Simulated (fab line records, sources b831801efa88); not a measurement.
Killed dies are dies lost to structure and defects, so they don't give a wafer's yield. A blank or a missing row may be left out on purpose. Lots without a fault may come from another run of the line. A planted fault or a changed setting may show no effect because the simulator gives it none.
Chamber matching | flow sky130 | SKY_VIA1_ETCH_14 on rie_diel-02: 4 sister chambers
The step etches BARC in N2/H2, stops on SiO2, time 45.9 s, target depth 60 nm. 4 wafers are shown with their chamber, then 12 later ones without.

WAFERS WITH THEIR CHAMBER
wafer  | chamber | drypump_motor_current_A (A)
L088.2 | 3       | 6.5
L089.2 | 1       | 5.7
L089.4 | 0       | 6.1
L089.6 | 2       | 6.0

WAFERS WITHOUT THEIR CHAMBER
wafer  | drypump_motor_current_A (A)
L090.1 | 6.1
L090.5 | 5.7
L090.6 | 6.2
L092.1 | 6.5
L092.3 | 5.8
L092.4 | 6.2
L097.1 | 6.1
L097.3 | 5.8
L097.5 | 6.1
L096.3 | 6.1
L096.4 | 6.1
L096.5 | 5.7

WHICH CHAMBER EACH WENT THROUGH
wafer  | from the rows above     | in truth
L090.1 | can't be placed: 0 or 2 | 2
L090.5 | 1                       | 1
L090.6 | can't be placed: 0 or 2 | 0
L092.1 | 3                       | 3
L092.3 | can't be placed: 1 or 2 | 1
L092.4 | can't be placed: 0 or 2 | 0
L097.1 | can't be placed: 0 or 2 | 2
L097.3 | can't be placed: 1 or 2 | 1
L097.5 | can't be placed: 0 or 2 | 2
L096.3 | can't be placed: 0 or 2 | 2
L096.4 | can't be placed: 0 or 2 | 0
L096.5 | 1                       | 1
Placed correctly: 3 of 12. Can't be placed from these rows: 9 (the true chamber is among the candidates in 9). Placed wrongly: 0.
How it was worked out, from the rows above alone: a wafer's distance from a chamber is the root of the sum, over the readings, of the square of ((its reading less the chamber's mean) divided by the reading's scatter). The wafer belongs to the nearest chamber; if the next one is less than 2 further off, it can't be placed. A chamber's mean is the mean of its shown wafers. The scatter: with one shown wafer a chamber, the root of the mean of the squares of how far each hidden wafer lies from its nearest shown one.
